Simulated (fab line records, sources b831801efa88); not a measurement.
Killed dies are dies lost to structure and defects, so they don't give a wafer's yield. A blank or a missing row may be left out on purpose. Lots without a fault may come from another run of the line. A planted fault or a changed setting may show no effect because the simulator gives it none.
Which tool did it? | flow sky130 | 14 lots, 42 wafers sampled, at 3 steps of a route of 708

WHAT THE GAUGES READ, wafer by wafer
SKY_METAL2_CD_MEAS_15: target cd 140 nm. Usual: cd_nm 139.7 nm, standard deviation 1.2.
lot  | measured     | on        | cd_nm (nm)        | flag
L638 | day 35 05:52 | cd_sem-01 | 139.4 139.3 139.6 |
L639 | day 35 06:48 | cd_sem-02 | 138.4 138.1 139.4 |
L641 | day 36 04:25 | cd_sem-02 | 139.3 139.5 139.1 |
L642 | day 36 06:10 | cd_sem-02 | 141.2 141.2 140.8 |
L644 | day 37 01:02 | cd_sem-02 | 138.8 138.3 139.3 |
L648 | day 38 13:46 | cd_sem-01 | 140.2 139.8 139.7 |
L650 | day 39 07:26 | cd_sem-02 | 140.4 139.4 140.8 |
L652 | day 39 12:50 | cd_sem-01 | 140.5 140.2 140.1 |
L653 | day 39 21:07 | cd_sem-02 | 142.0 140.5 141.2 |
L654 | day 40 04:02 | cd_sem-01 | 141.8 142.1 142.7 |
L655 | day 40 10:33 | cd_sem-01 | 138.9 139.4 137.4 |
L658 | day 41 04:04 | cd_sem-02 | 138.7 141.4 140.3 |
L659 | day 41 08:34 | cd_sem-01 | 140.8 139.2 140.2 |
L661 | day 42 01:43 | cd_sem-02 | 138.4 137.9 138.8 |

WHICH TOOL RAN EACH LOT (tool, then ch and the chambers of the sampled wafers, then the start)
lot  | SKY_VIA1_CMP_24               | SKY_METAL2_SPUTTER_00
L638 | cmp-02 ch 0,1,2, day 34 02:26 | pvd_sputter-03, day 34 02:44
L639 | cmp-02 ch 0,2,3, day 34 03:52 | pvd_sputter-02, day 34 04:10
L641 | cmp-02 ch 0,2,3, day 35 01:23 | pvd_sputter-04, day 35 01:38
L642 | cmp-01 ch 0,2, day 35 03:39   | pvd_sputter-04, day 35 03:57
L644 | cmp-02 ch 0,2, day 35 22:32   | pvd_sputter-04, day 35 22:47
L648 | cmp-01 ch 0,1,3, day 37 11:02 | pvd_sputter-02, day 37 11:20
L650 | cmp-02 ch 0,1,3, day 38 05:46 | pvd_sputter-02, day 38 06:01
L652 | cmp-02 ch 0,3, day 38 12:05   | pvd_sputter-02, day 38 12:23
L653 | cmp-02 ch 1,2,3, day 38 20:17 | pvd_sputter-03, day 38 20:35
L654 | cmp-01 ch 0,2,3, day 39 02:29 | pvd_sputter-03, day 39 02:44
L655 | cmp-02 ch 0,1, day 39 09:44   | pvd_sputter-03, day 39 09:59
L658 | cmp-02 ch 0,2,3, day 40 03:57 | pvd_sputter-04, day 40 04:12
L659 | cmp-01 ch 1,2, day 40 08:01   | pvd_sputter-02, day 40 08:16
L661 | cmp-02 ch 1,3, day 41 01:10   | pvd_sputter-03, day 41 01:25
- SKY_VIA1_CMP_24: polishes, stops on SiO2, t overpolish 15 s, target thk 0 nm.
- SKY_METAL2_SPUTTER_00: material Ti, target thk 15 nm, time 10 s.

WHAT THE TOOLS THEMSELVES READ (means of the sampled wafers that have a number; where no wafer has one, the mark that the record gives instead)
SKY_VIA1_CMP_24. Usual: head_pressure_psi 3.502 psi, standard deviation 0.0072; motor_current_A 11.0 A, standard deviation 1.2; overpolish_run_s 15.000 s, standard deviation 0.0093; retaining_ring_pressure_frac 1.000, standard deviation 0.0045; time_to_endpoint_s 65 s, standard deviation 4.6.
lot  | tool   | head_pressure_psi (psi) | motor_current_A (A) | overpolish_run_s (s) | retaining_ring_pressure_frac | time_to_endpoint_s (s) | flag
L638 | cmp-02 | 3.496                   | 11.1                | 15.004               | 1.001                        | 70                     |
L639 | cmp-02 | 3.507                   | 11.8                | 14.993               | 0.999                        | 68                     |
L641 | cmp-02 | 3.499                   | 11.4                | 15.001               | 0.999                        | 63                     |
L642 | cmp-01 | 3.499                   | 10.6                | 14.995               | 0.999                        | 65                     |
L644 | cmp-02 | 3.505                   | 10.8                | 15.003               | 1.001                        | 66                     |
L648 | cmp-01 | 3.501                   | 10.5                | 15.007               | 0.999                        | 62                     |
L650 | cmp-02 | 3.501                   | 11.2                | 14.996               | 0.996                        | 70                     |
L652 | cmp-02 | 3.501                   | 11.2                | 15.003               | 1.000                        | 63                     |
L653 | cmp-02 | 3.505                   | 11.9                | 14.998               | 0.999                        | 66                     |
L654 | cmp-01 | 3.497                   | 10.5                | 15.004               | 1.000                        | 62                     |
L655 | cmp-02 | 3.501                   | 10.1                | 14.999               | 1.001                        | 69                     |
L658 | cmp-02 | 3.495                   | 11.8                | 14.994               | 1.000                        | 63                     |
L659 | cmp-01 | 3.501                   | 9.9                 | 14.997               | 0.999                        | 60                     |
L661 | cmp-02 | 3.504                   | 12.2                | 14.995               | 1.002                        | 62                     |

SKY_METAL2_SPUTTER_00. Usual: throttle_valve_pct 30.5 %, standard deviation 0.6.
lot  | tool           | throttle_valve_pct (%) | flag
L638 | pvd_sputter-03 | 31.0                   |
L639 | pvd_sputter-02 | 29.9                   |
L641 | pvd_sputter-04 | 30.2                   |
L642 | pvd_sputter-04 | 29.9                   |
L644 | pvd_sputter-04 | 30.0                   |
L648 | pvd_sputter-02 | 29.7                   |
L650 | pvd_sputter-02 | 29.5                   |
L652 | pvd_sputter-02 | 29.7                   |
L653 | pvd_sputter-03 | 30.9                   |
L654 | pvd_sputter-03 | 31.1                   |
L655 | pvd_sputter-03 | 30.6                   |
L658 | pvd_sputter-04 | 30.1                   |
L659 | pvd_sputter-02 | 30.0                   |
L661 | pvd_sputter-03 | 31.0                   |

THE ANSWER, worked out from the rows above alone
Rule: a lot is off if the mean of its wafers that have a number lies more than 3 standard deviations from the usual mean. A lot without any number at a reading at which 4 lots or more have one is off too. The other lots that the step has rows for count as sound. The gauges are gone through in route order, then the tools' own readings, and for those a lot's mean is taken as printed above. The first step at which some lot is off is used, and at that step the reading that is off furthest; a lot without a number counts as furthest.
No lot is off at any reading shown: from this, nothing can be told.

WHAT THE SIMULATOR HAD PUT IN
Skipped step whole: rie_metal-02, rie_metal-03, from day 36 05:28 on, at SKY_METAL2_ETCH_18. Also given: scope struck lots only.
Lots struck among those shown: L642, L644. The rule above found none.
